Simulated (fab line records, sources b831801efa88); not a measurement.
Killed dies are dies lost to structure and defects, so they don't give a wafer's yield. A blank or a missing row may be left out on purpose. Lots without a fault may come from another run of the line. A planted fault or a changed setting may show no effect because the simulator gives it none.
A struck lot beside a sound one | flow sky130 | 32 steps out of a route of 708
Sound: wafers L709.2, L709.3, L709.5. Struck: wafer L717.3. (L717.4 of the same lot was not struck and is left out.) The cause comes at the end.
At each step with rows: each side's tool, then ch and its chambers, then its first start. Under that, the readings that differ: sound wafers | struck wafers | difference of the means | sigmas: that difference in standard deviations of wafers without a fault.
alike: readings whose means differ by less than 2 such deviations, and words and numbers that are the same on both sides. not compared: withheld readings, readings that some wafer has no value for, bounds like >300 that may hide the same value, and numbers for which the record gives no deviation and whose values overlap.
The two part at a step that has a row with sigmas, a row that says differs or no value, or rows on one side only. Numbers that don't overlap but have no deviation are shown without sigmas and don't part them. A reading that every wafer of one side lacks parts them only if that side has two wafers or more.

first, 4 steps without rows for these wafers: SKY_LOCAL_INTERCONNECT_SOFTBAKE_07 (time 90 s); SKY_LOCAL_INTERCONNECT_EXPOSE_08 (exposes mask LI1M, target cd 170 nm); SKY_LOCAL_INTERCONNECT_PEB_09; SKY_LOCAL_INTERCONNECT_DEVELOP_10 (develop time 60 s).
SKY_LOCAL_INTERCONNECT_CD_MEAS_11: target cd 170 nm.
  sound on cd_sem-02, day 32 03:36; struck on cd_sem-01, day 34 14:52
  alike: cd_nm
SKY_LOCAL_INTERCONNECT_OVL_MEAS_12:
  sound on overlay-02, day 32 03:42; struck on overlay-01, day 34 14:57
  reading                     | sound      | struck | difference | sigmas
  LOCAL_INTERCONNECT_OVL (nm) | -12 -9 -11 | 1      | +12        | +2
SKY_LOCAL_INTERCONNECT_ETCH_13: etches BARC in N2/H2, stops on SiO2, time 45.9 s, target depth 60 nm.
  sound on rie_metal-02 ch 0,1, day 32 03:44; struck on rie_metal-02 ch 0, day 34 15:00
  alike: drypump_motor_current_A, oes_product_au, throttle_valve_pct
  not compared: rf_hours_counter_h
then, 1 step without rows for these wafers: SKY_LOCAL_INTERCONNECT_METAL_ETCH_14 (etches TiN in Cl2/BCl3, stops on PSG, target depth 110 nm, time 31.4 s).
SKY_LOCAL_INTERCONNECT_STRIP_15: strips in O2/N2.
  sound on plasma_asher-02 ch 1, day 32 03:51; struck on plasma_asher-01 ch 0, day 34 15:07
  reading               | sound             | struck | difference | sigmas
  oes_product_au (a.u.) | 0.421 0.419 0.426 | 0.433  | +0.011     | +3
  alike: drypump_motor_current_A, strip_time_to_endpoint_s
  not compared: rf_hours_counter_h
then, 3 steps without rows for these wafers: SKY_LOCAL_INTERCONNECT_STRIP_16 (strips in post etch residue remover, time 1200 s); SKY_LOCAL_INTERCONNECT_CLEAN_17 (cleans in IPA, time 180 s); SKY_LOCAL_INTERCONNECT_CLEAN_18 (cleans in O3/DIW).
SKY_CONTACT_CVD_00: deposits Si3N4, target thk 75 nm.
  sound on pecvd-02 ch 0,2, day 32 04:27; struck on pecvd-04 ch 1, day 34 15:41
  reading                                   | sound             | struck | difference | sigmas
  heater_power_w (W)                        | 644 647 720       | 968    | +298       | +3
  model.Si3N4_of_CONTACT_CVD_00.thk_nm (nm) | 74.82 76.26 73.81 | 99     | +24        |
SKY_CONTACT_THK_MEAS_01:
  sound on film_metro-03, day 32 04:31; struck on film_metro-04, day 34 15:44
  reading                 | sound          | struck | difference | sigmas
  CONTACT_CVD_00_THK (nm) | 74.8 76.2 73.8 | 98.9   | +24.0      | +22
then, 1 step without rows for these wafers: SKY_CONTACT_HDPCVD_02 (deposits SiO2, target thk 565 nm, time 94.2 s).
SKY_CONTACT_THK_MEAS_03:
  sound on film_metro-01, day 32 04:47; struck on film_metro-01, day 34 15:52
  alike: CONTACT_HDPCVD_THK
SKY_CONTACT_CMP_04: polishes SiO2.
  sound on cmp-02 ch 1,3, day 32 05:25; struck on cmp-02 ch 2, day 34 16:44
  alike: motor_current_A
SKY_CONTACT_BOW_MEAS_05:
  sound on film_metro-04, day 32 05:41; struck on film_metro-01, day 34 17:01
  alike: CONTACT_BOW
then, 8 steps without rows for these wafers: SKY_CONTACT_DEHYDRATE_06 (time 60 s); SKY_CONTACT_HMDS_07 (prime time 60 s); SKY_CONTACT_COAT_08 (resist thk 60 nm); SKY_CONTACT_COAT_09 (resist thk 450 nm); SKY_CONTACT_SOFTBAKE_10 (time 90 s); SKY_CONTACT_EXPOSE_11 (exposes mask CTM1, target cd 170 nm); SKY_CONTACT_PEB_12; SKY_CONTACT_DEVELOP_13 (develop time 60 s).
SKY_CONTACT_CD_MEAS_14: target cd 170 nm.
  sound on cd_sem-01, day 33 09:16; struck on cd_sem-02, day 35 19:05
  alike: cd_nm
SKY_CONTACT_OVL_MEAS_15:
  sound on overlay-02, day 33 09:23; struck on overlay-01, day 35 19:11
  alike: CONTACT_OVL
SKY_CONTACT_ETCH_16: etches BARC in N2/H2, stops on SiO2, time 45.9 s, target depth 60 nm.
  sound on rie_diel-03 ch 0,1,3, day 33 09:25; struck on rie_diel-03 ch 2, day 35 19:13
  alike: drypump_motor_current_A, oes_product_au, throttle_valve_pct
  not compared: rf_hours_counter_h
then, 1 step without rows for these wafers: SKY_CONTACT_ETCH_17 (etches SiO2 in C4F8/O2/Ar, stops on Si3N4, target depth 340 nm).
SKY_CONTACT_ETCH_18: etches Si3N4 in CHF3/O2, stops on TiN, time 39 s, target depth 75 nm.
  sound on rie_diel-03 ch 0,1,3; struck on rie_diel-03 ch 2
  reading                  | sound             | struck | difference | sigmas
  oes_product_au (a.u.)    | 0.855 0.861 0.849 | 1.000  | +0.145     | +17
  throttle_valve_pct (%)   | 8.794 8.795 8.773 | 8.832  | +0.045     | +5
  model.etch.depth_nm (nm) | 74.82 76.26 73.81 | 99     | +24        |
  alike: drypump_motor_current_A
  not compared: rf_hours_counter_h
SKY_CONTACT_STRIP_19: strips in O2/N2.
  sound on plasma_asher-03 ch 0,1, day 33 09:32; struck on plasma_asher-03 ch 1, day 35 19:23
  alike: drypump_motor_current_A, oes_product_au, strip_time_to_endpoint_s
  not compared: rf_hours_counter_h

WHERE THEY PART
First at SKY_LOCAL_INTERCONNECT_OVL_MEAS_12; last, within this record, at SKY_CONTACT_ETCH_18. Later steps at which nothing parts them and some readings are alike: SKY_CONTACT_STRIP_19.

WHY: what the simulator had put in
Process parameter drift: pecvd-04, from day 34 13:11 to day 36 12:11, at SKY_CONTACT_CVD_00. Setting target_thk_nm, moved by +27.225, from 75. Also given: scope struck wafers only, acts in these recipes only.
